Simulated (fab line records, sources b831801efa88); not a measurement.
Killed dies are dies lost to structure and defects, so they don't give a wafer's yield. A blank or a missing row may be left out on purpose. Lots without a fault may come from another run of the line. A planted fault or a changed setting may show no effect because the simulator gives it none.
fab line records | flow sky130
record lots=7 wafers=21 last_day=50
route steps=708 shown CAP2M@614 METAL4@621
lots that met no fault: from a run of the same line without faults
start_h: hours from the record's first day to the start of the lot's first wafer shown | wait_h: hours since the lot's step before | " the same as in the row above | L1.1+2: a row that stands for several wafers | - no value, or no start given | * or withheld: withheld | < > ~ a bound
route shown NAME@n: a module of which the file shows steps, and the number in the route of the first | usual: mean/standard deviation of fault-free wafers | same: alike in all rows | chamber/n: place in a boat | sites: the reading at each site | _std_site: their standard deviation | _edge_site: outer sites' mean less inner sites' | radius_mm: how far each site lies from the wafer's centre | mask NAME#n: copy n | behind: the tool/chamber that last shaped the wafer | hold: why the lot was held/for how many hours/how that ended | device: the transistor (n, p or np) that didn't switch | end of line: the same wafers' tests at the end of the route | a step without rows: its recipe alone | killed: dies lost to structure and defects at the first sort, not the wafer's yield | map: a wafer's dies, x killed, . not, _ none there
set.NAME: the setting as run; set.NAME@STEP: as run at that earlier step | model.NAME: the simulator's own value behind a step, which no gauge read
lots at some steps of the route; a table a step, a row a wafer
services: from which hour (start_h, from the record's first day; less than 0 if before it) a tool's chamber was out of use, for how many hours, and why
## steps
# step SKY_CAP2M_DEVELOP_11
# recipe resist=NOVOLAK developer=TMAH develop_time_s=60 dev_temp_c=23
# step SKY_CAP2M_OVL_MEAS_12
# usual CAP2M_OVL=-1.3/1.3
# columns lot.wafer tool chamber start_h wait_h CAP2M_OVL[nm]
L286.1 overlay-01 - 1010.22 0.1 -1.2
L286.4 " - " " -1.5
L286.5 " - " " -3.9
L287.1 overlay-01 - 1019.77 0.1 -1.4
L287.2 " - " " -3.0
L287.6 " - " " -1.4
L288.1 overlay-01 - 1021.65 0.1 0.4
L288.4 " - " " -1.3
L288.5 " - " " -1.5
L295.2 overlay-02 - 1082.14 0.1 -0.1
L295.5 " - " " 1.1
L295.6 " - " " 1.3
L297.2 overlay-01 - 1098.08 0.1 -1.3
L297.3 " - " " 0.6
L297.5 " - " " -0.5
L299.4 overlay-02 - 1109.85 0.1 -2.2
L299.5 " - " " -1.9
L299.6 " - " " -3.6
L302.3 overlay-02 - 1114.20 0.1 -0.9
L302.4 " - " " -2.6
L302.6 " - " " -1.2
# step SKY_CAP2M_METAL_ETCH_13
# recipe target_depth_nm=220 stop_on=SiO2 chemistry=Cl2/BCl3 target=TiN pressure_mtorr=10 icp_w=900 bias_w=48.5 Cl2_flow_sccm=60 bcl3_flow_sccm=30 time_s=62.9
# usual drypump_motor_current_A=5.4/0.43 oes_product_au=0.942/0.0079 throttle_valve_pct=21.902/0.011
# columns lot.wafer tool chamber start_h wait_h drypump_motor_current_A oes_product_au rf_hours_counter_h throttle_valve_pct
L286.1 rie_metal-04 0 1010.26 0.0 5.8 0.948 20 21.908
L286.4 " 0 " " 5.8 0.944 - 21.895
L286.5 " 1 " " 4.7 0.938 - 21.896
L287.1 rie_metal-04 1 1019.81 0.0 4.8 0.932 18 21.917
L287.2 " 0 " " 5.8 0.938 20 21.901
L287.6 " 1 " " 4.8 0.937 - 21.894
L288.1 rie_metal-01 0 1021.69 0.0 5.1 0.931 11 21.897
L288.4 " 0 " " 5.1 0.944 - 21.907
L288.5 " 1 " " 6.2 0.935 - 21.892
L295.2 rie_metal-01 1 1082.17 0.0 6.2 0.934 17 21.908
L295.5 " 0 " " 5.1 0.938 - 21.903
L295.6 " 1 " " 6.1 0.928 - 21.891
L297.2 rie_metal-03 1 1098.11 0.0 5.3 0.942 16 21.904
L297.3 " 0 " " 5.4 0.938 - 21.909
L297.5 " 1 " " 5.3 0.934 - 21.913
L299.4 rie_metal-03 0 1109.90 0.0 5.4 0.957 - 21.903
L299.5 " 1 " " 5.3 0.958 - 21.916
L299.6 " 0 " " 5.4 0.963 - 21.885
L302.3 rie_metal-04 1 1114.27 0.1 4.8 0.949 - 21.904
L302.4 " 1 " " 4.7 0.940 - 21.892
L302.6 " 1 " " 4.8 0.946 - 21.898
# step SKY_CAP2M_STRIP_14
# recipe chemistry=O2/N2 power_w=1400 pressure_mtorr=1500 platen_temp_c=withheld o2_flow_sccm=3000 n2_flow_sccm=300 overash_fraction=0.5
# usual drypump_motor_current_A=5.5/0.5 oes_product_au=0.710/0.0041 strip_time_to_endpoint_s=12.68/0.052
# same overash_fraction=0.5
# columns lot.wafer tool chamber start_h wait_h drypump_motor_current_A oes_product_au rf_hours_counter_h strip_time_to_endpoint_s
L286.1 plasma_asher-03 0 1010.34 0.1 6.3 0.710 26 12.75
L286.4 " 1 " " 5.8 0.711 - 12.68
L286.5 " 0 " " 6.3 0.711 - 12.74
L287.1 plasma_asher-04 1 1019.89 0.1 4.9 0.711 58 12.69
L287.2 " 0 " " 5.2 0.705 58 12.69
L287.6 " 0 " " 5.2 0.712 - 12.66
L288.1 plasma_asher-03 0 1021.77 0.1 6.3 0.709 27 12.67
L288.4 " 1 " " 5.8 0.707 - 12.72
L288.5 " 1 " " 5.8 0.706 - 12.61
L295.2 plasma_asher-03 1 1082.25 0.1 5.8 0.708 34 12.70
L295.5 " 0 " " 6.3 0.707 - 12.67
L295.6 " 1 " " 5.8 0.709 - 12.63
L297.2 plasma_asher-04 1 1098.19 0.1 4.9 0.710 65 12.70
L297.3 " 0 " " 5.2 0.714 - 12.61
L297.5 " 1 " " 4.9 0.713 - 12.66
L299.4 plasma_asher-02 0 1109.98 0.1 5.0 0.708 - 12.76
L299.5 " 0 " " 5.1 0.713 - 12.76
L299.6 " 1 " " 5.6 0.720 - 12.69
L302.3 plasma_asher-03 1 1114.41 0.1 5.8 0.714 - 12.70
L302.4 " 0 " " 6.3 0.704 - 12.62
L302.6 " 1 " " 5.8 0.710 - 12.63
# step SKY_CAP2M_STRIP_15
# recipe chemistry=post_etch_residue_remover time_s=1200 temp_c=72.5
# step SKY_CAP2M_CLEAN_16
# recipe chemistry=IPA time_s=180 temp_c=25
# step SKY_CAP2M_CLEAN_17
# recipe chemistry=O3/DIW dry=n2_spin
# step SKY_METAL4_DEHYDRATE_05
# recipe temp_c=200 time_s=60
# step SKY_METAL4_HMDS_06
# recipe prime_time_s=60 prime_temp_c=120
# step SKY_METAL4_COAT_07
# recipe resist=BARC temp_c=withheld time_s=withheld spin_rpm=3000 resist_thk_nm=60
# step SKY_METAL4_COAT_08
# recipe resist=KrF-thick spin_rpm=3000 resist_thk_nm=1140
# step SKY_METAL4_SOFTBAKE_09
# recipe temp_c=100 time_s=90 resist=KrF-thick
# step SKY_METAL4_EXPOSE_10
# recipe mask_id=MM4 na=0.68 source_shape=annular sigma_inner=0.4 sigma_outer=0.8 target_cd_nm=300 dose_mj=28
# columns lot.wafer tool chamber start_h wait_h mask
L286.1+4+5 krf_scanner-02 0 1022.63 - MM4#0
L287.1+2+6 krf_scanner-02 0 1031.63 - MM4#0
L288.1+4+5 krf_scanner-02 0 1033.60 - MM4#0
L295.2+5+6 krf_scanner-01 0 1093.43 - MM4#0
L297.2+3+5 krf_scanner-02 0 1110.15 - MM4#0
L299.4+5+6 krf_scanner-01 0 1120.09 - MM4#0
L302.3+4+6 krf_scanner-01 0 1124.69 - MM4#0
# step SKY_METAL4_PEB_11
# recipe peb_temp_c=withheld peb_time_s=withheld resist=KrF-thick
# step SKY_METAL4_DEVELOP_12
# recipe develop_time_s=60 resist=KrF-thick dev_temp_c=21
# step SKY_METAL4_CD_MEAS_13
# recipe target_cd_nm=300
# usual cd_nm=300.1/1.2
# columns lot.wafer tool chamber start_h wait_h cd_nm
L286.1 cd_sem-02 - 1033.68 - 302.1
L286.4 " - " " 195.1
L286.5 " - " " 301.4
L287.1 cd_sem-01 - 1042.80 - 300.7
L287.2 " - " " 194.0
L287.6 " - " " 299.9
L288.1 cd_sem-02 - 1044.75 - 299.7
L288.4 " - " " 194.5
L288.5 " - " " 298.2
L295.2 cd_sem-01 - 1103.50 - 301.5
L295.5 " - " " 302.0
L295.6 " - " " 300.4
L297.2 cd_sem-01 - 1119.57 - 300.4
L297.3 " - " " 302.6
L297.5 " - " " 300.5
L299.4 cd_sem-02 - 1130.16 - 300.4
L299.5 " - " " 300.8
L299.6 " - " " 300.6
L302.3 cd_sem-02 - 1134.57 - 298.2
L302.4 " - " " 299.8
L302.6 " - " " 299.3
# step SKY_METAL4_OVL_MEAS_14
# usual METAL4_OVL=0/5
# columns lot.wafer tool chamber start_h wait_h METAL4_OVL[nm]
L286.1 overlay-01 - 1033.80 0.1 -1
L286.4 " - " " -13
L286.5 " - " " -1
L287.1 overlay-02 - 1042.92 0.1 -1
L287.2 " - " " 4
L287.6 " - " " 5
L288.1 overlay-01 - 1044.87 0.1 14
L288.4 " - " " 2
L288.5 " - " " 3
L295.2 overlay-02 - 1103.60 0.1 6
L295.5 " - " " -1
L295.6 " - " " 8
L297.2 overlay-02 - 1119.68 0.1 1
L297.3 " - " " 6
L297.5 " - " " 5
L299.4 overlay-01 - 1130.24 0.1 4
L299.5 " - " " -3
L299.6 " - " " 2
L302.3 overlay-01 - 1134.66 0.1 -11
L302.4 " - " " -6
L302.6 " - " " 0
# step SKY_METAL4_DESCUM_15
# recipe chemistry=O2 source_power_w=150 bias_power_w=0 pressure_mtorr=10 temp_c=40 time_s=8
# usual drypump_motor_current_A=5.4/0.42 oes_product_au=1.001/0.01
# columns lot.wafer tool chamber start_h wait_h drypump_motor_current_A oes_product_au rf_hours_counter_h model.METAL4.cd_nm
L286.1 rie_metal-02 1 1033.83 0.0 5.3 1.023 14 302.4
L286.4 " 0 " " 6.0 1.006 - 194.9
L286.5 " 0 " " 6.0 1.007 - 301.7
L287.1 rie_metal-04 0 1042.96 0.0 5.8 1.008 21 300.2
L287.2 " 1 " " 4.7 0.989 19 194.3
L287.6 " 1 " " 4.7 0.985 - 299.9
L288.1 rie_metal-02 0 1044.91 0.0 6.0 0.998 8 299.9
L288.4 " 0 " " 6.0 1.000 - 194.6
L288.5 " 0 " " 6.0 1.001 - 298.4
L295.2 rie_metal-03 1 1103.63 0.0 5.3 1.001 16 301
L295.5 " 1 " " 5.3 0.998 - 301.9
L295.6 " 0 " " 5.4 1.011 - 300.3
L297.2 rie_metal-02 1 1119.71 0.0 5.3 1.011 20 300.9
L297.3 " 1 " " 5.3 0.995 - 302.8
L297.5 " 1 " " 5.3 0.999 - 300.9
L299.4 rie_metal-02 1 1130.27 0.0 5.3 1.011 - 300.8
L299.5 " 1 " " 5.3 1.011 - 301
L299.6 " 0 " " 6.0 0.998 - 300.5
L302.3 rie_metal-04 1 1134.70 0.0 4.7 0.990 - 298.7
L302.4 " 0 " " 5.8 0.991 - 300.1
L302.6 " 1 " " 4.7 0.987 - 298.7
# step SKY_METAL4_ETCH_16
# recipe chemistry=N2/H2 target=BARC ion_energy_ev=200 bias_w=100 pressure_mtorr=30 n2_flow_sccm=100 h2_flow_sccm=200 icp_w=500 stop_on=SiO2 time_s=88.2 target_depth_a=600
# usual drypump_motor_current_A=5.4/0.42 oes_product_au=0.625/0.0049 throttle_valve_pct=13.205/0.0095
# columns lot.wafer tool chamber start_h wait_h drypump_motor_current_A oes_product_au rf_hours_counter_h throttle_valve_pct
L286.1 rie_metal-02 1 1033.87 0.0 5.3 0.625 14 13.204
L286.4 " 0 " " 6.0 0.625 - 13.203
L286.5 " 0 " " 6.0 0.617 - 13.191
L287.1 rie_metal-04 0 1042.99 0.0 5.8 0.627 21 13.203
L287.2 " 1 " " 4.8 0.629 19 13.187
L287.6 " 1 " " 4.8 0.623 - 13.226
L288.1 rie_metal-02 0 1044.94 0.0 6.0 0.625 8 13.195
L288.4 " 0 " " 6.0 0.619 - 13.200
L288.5 " 0 " " 6.0 0.629 - 13.200
L295.2 rie_metal-03 1 1103.67 0.0 5.3 0.620 16 13.214
L295.5 " 1 " " 5.3 0.625 - 13.196
L295.6 " 0 " " 5.4 0.621 - 13.200
L297.2 rie_metal-02 1 1119.74 0.0 5.3 0.625 20 13.212
L297.3 " 1 " " 5.3 0.621 - 13.198
L297.5 " 1 " " 5.3 0.626 - 13.216
L299.4 rie_metal-02 1 1130.32 0.0 5.3 0.619 - 13.223
L299.5 " 1 " " 5.3 0.627 - 13.208
L299.6 " 0 " " 6.0 0.626 - 13.201
L302.3 rie_metal-04 1 1134.75 0.0 4.8 0.632 - 13.211
L302.4 " 0 " " 5.8 0.625 - 13.206
L302.6 " 1 " " 4.7 0.630 - 13.204
# step SKY_METAL4_ETCH_17
# recipe target=SiO2 stop_on=TiN chemistry=C4F8/O2/Ar source_w=1500 bias_w=1200 pressure_mtorr=40 c4f8_flow_sccm=withheld O2_flow_sccm=6 Ar_flow_sccm=300 time_s=3.9 target_depth_a=150
# usual oes_product_au=0.757/0.0071
# columns lot.wafer tool chamber start_h wait_h oes_product_au rf_hours_counter_h
L286.1 rie_diel-02 1 1033.96 0.1 0.762 24
L286.4 " 0 " " 0.759 17
L286.5 " 0 " " 0.764 -
L287.1 rie_diel-04 3 1043.09 0.1 0.741 19
L287.2 " 2 " " 0.759 25
L287.6 " 0 " " 0.750 -
L288.1 rie_diel-04 3 1045.04 0.1 0.767 19
L288.4 " 1 " " 0.770 19
L288.5 " 3 " " 0.762 -
L295.2 rie_diel-01 2 1103.76 0.1 0.755 7
L295.5 " 1 " " 0.763 -
L295.6 " 2 " " 0.771 -
L297.2 rie_diel-01 3 1119.84 0.1 0.763 18
L297.3 " 1 " " 0.750 10
L297.5 " 1 " " 0.764 -
L299.4 rie_diel-02 1 1130.39 0.0 0.762 27
L299.5 " 1 " " 0.774 -
L299.6 " 0 " " 0.756 -
L302.3 rie_diel-02 1 1134.81 0.0 0.755 27
L302.4 " 1 " " 0.768 -
L302.6 " 3 " " 0.761 -
# step SKY_METAL4_METAL_ETCH_18
# recipe target_depth_a=8450 stop_on=SiO2 over_etch_frac=0.3 time_s=183.1 chemistry=Cl2/BCl3 resist_sidewall_deg=88 pressure_mtorr=10 icp_w=900 bias_w=48.5 Cl2_flow_sccm=60 bcl3_flow_sccm=30
# usual drypump_motor_current_A=5.4/0.45 oes_product_au=0.866/0.0063 throttle_valve_pct=22.265/0.0091
# columns lot.wafer tool chamber start_h wait_h drypump_motor_current_A oes_product_au rf_hours_counter_h throttle_valve_pct model.METAL4.cd_nm
L286.1 rie_metal-03 1 1033.98 0.0 5.2 0.871 12 22.276 309.8
L286.4 " 1 " " 5.2 0.864 - 22.269 204.2
L286.5 " 0 " " 5.4 0.879 - 22.264 305.6
L287.1 rie_metal-03 0 1043.11 0.0 5.4 0.862 1 22.259 304.4
L287.2 " 1 " " 5.3 0.874 12 22.262 194.8
L287.6 " 1 " " 5.3 0.874 - 22.268 303.9
L288.1 rie_metal-04 0 1045.06 0.0 5.8 0.866 22 22.260 301.5
L288.4 " 1 " " 4.7 0.865 - 22.261 198.7
L288.5 " 0 " " 5.8 0.861 - 22.261 298
L295.2 rie_metal-02 0 1103.78 0.0 6.0 0.868 12 22.258 292.7
L295.5 " 1 " " 5.3 0.860 - 22.275 306.1
L295.6 " 0 " " 6.0 0.863 - 22.258 288.9
L297.2 rie_metal-04 1 1119.92 0.1 4.8 0.860 - 22.291 306.7
L297.3 " 1 " " 4.8 0.865 - 22.276 308
L297.5 " 1 " " 4.8 0.871 - 22.262 308.1
L299.4 rie_metal-04 1 1130.47 0.1 4.7 0.868 - 22.256 305.3
L299.5 " 1 " " 4.7 0.866 - 22.259 306.4
L299.6 " 0 " " 5.8 0.868 - 22.257 306.7
L302.3 rie_metal-03 0 1134.89 0.1 5.4 0.873 - 22.263 301.2
L302.4 " 1 " " 5.3 0.865 - 22.258 299.5
L302.6 " 1 " " 5.3 0.868 - 22.276 295.6
# step SKY_METAL4_STRIP_19
# recipe chemistry=O2/N2 power_w=1400 pressure_mtorr=1500 platen_temp_c=withheld o2_flow_sccm=3000 n2_flow_sccm=300 overash_fraction=0.5
# usual drypump_motor_current_A=5.18/0.29 oes_product_au=0.503/0.0058 strip_time_to_endpoint_s=6.54/0.087
# same overash_fraction=0.5
# columns lot.wafer tool chamber start_h wait_h drypump_motor_current_A oes_product_au rf_hours_counter_h strip_time_to_endpoint_s
L286.1 plasma_asher-02 1 1034.16 0.1 5.59 0.503 91 6.56
L286.4 " 0 " " 5.08 0.510 - 6.56
L286.5 " 0 " " 5.08 0.495 - 6.42
L287.1 plasma_asher-02 0 1043.29 0.1 5.04 0.494 92 6.31
L287.2 " 1 " " 5.58 0.490 92 6.46
L287.6 " 0 " " 5.06 0.506 - 6.49
L288.1 plasma_asher-04 0 1045.24 0.1 5.17 0.511 60 6.53
L288.4 " 1 " " 4.85 0.509 - 6.65
L288.5 " 0 " " 5.19 0.507 - 6.56
L295.2 plasma_asher-02 0 1103.96 0.1 5.09 0.503 98 6.60
L295.5 " 0 " " 5.12 0.506 - 6.49
L295.6 " 1 " " 5.59 0.494 - 6.58
L297.2 plasma_asher-02 0 1120.21 0.2 5.10 0.504 100 6.62
L297.3 " 1 " " 5.58 0.507 - 6.68
L297.5 " 0 " " 5.12 0.507 - 6.61
L299.4 plasma_asher-04 1 1130.62 0.1 4.90 0.520 - 6.66
L299.5 " 0 " " 5.19 0.508 - 6.67
L299.6 " 1 " " 4.86 0.509 - 6.65
L302.3 plasma_asher-04 0 1135.04 0.1 5.19 0.485 - 6.40
L302.4 " 1 " " 4.86 0.499 - 6.51
L302.6 " 1 " " 4.82 0.496 - 6.55
## services
# columns tool chamber start_h hours kind
plasma_asher-02 - 986.71 8.0 repair
krf_scanner-02 - 992.59 1.3 pm
krf_scanner-02 - 995.95 1.0 pm
rie_metal-04 - 1002.14 0.2 repair
rie_metal-03 0 1003.68 - clean
rie_metal-03 0 1003.68 21.4 scheduled_down
rie_metal-03 0 1003.68 21.4 vent_cycle
krf_scanner-02 - 1013.64 0.8 pm
krf_scanner-01 - 1036.89 0.8 pm
rie_diel-01 - 1037.64 4.3 pm
krf_scanner-01 - 1049.40 0.8 repair
plasma_asher-04 - 1071.79 4.3 pm
krf_scanner-02 - 1073.39 2.6 repair
krf_scanner-01 - 1083.93 1.3 pm
rie_diel-01 1 1084.37 7.1 repair
krf_scanner-02 - 1088.13 1.7 repair
rie_diel-04 3 1089.70 3.3 repair
rie_diel-04 3 1099.33 8.9 repair
rie_metal-04 0 1111.35 - clean
rie_metal-04 0 1111.35 - consumable_replace:focus_ring
rie_metal-04 0 1111.35 16.1 scheduled_down
rie_metal-04 0 1111.35 16.1 vent_cycle
rie_diel-02 0 1132.02 8.6 repair
plasma_asher-02 - 1133.78 6.8 repair
## key
first_sign step=SKY_METAL4_CD_MEAS_13 reading=cd_nm direction=down sigmas=88 usual=300.1 struck=194.5
effect none on later readings
model_effect step=SKY_METAL4_DESCUM_15 value=METAL4.cd_nm without=300.4 struck=194.6
model_effect step=SKY_METAL4_METAL_ETCH_18 value=METAL4.cd_nm without=305.1 struck=199.2
met_at SKY_METAL4_EXPOSE_10
struck_wafers L286.4,L287.2,L288.4
later_rows_left_out L286.4,L287.2,L288.4
sort_left_out L286.4,L287.2,L288.4
fault kind=process_parameter_drift tool=krf_scanner-02 chamber=- onset_h=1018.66 steps=SKY_METAL4_EXPOSE_10 channel=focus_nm offset=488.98 shape=step end_h=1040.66 scope=struck_wafers_only
# sort_left_out: the simulated sort isn't trusted on such a fault, so these wafers' sort isn't shown, and their yield isn't known
# later_rows_left_out: the simulator's readings of these wafers behind a module that went badly wrong aren't trusted and aren't shown, but for the sort
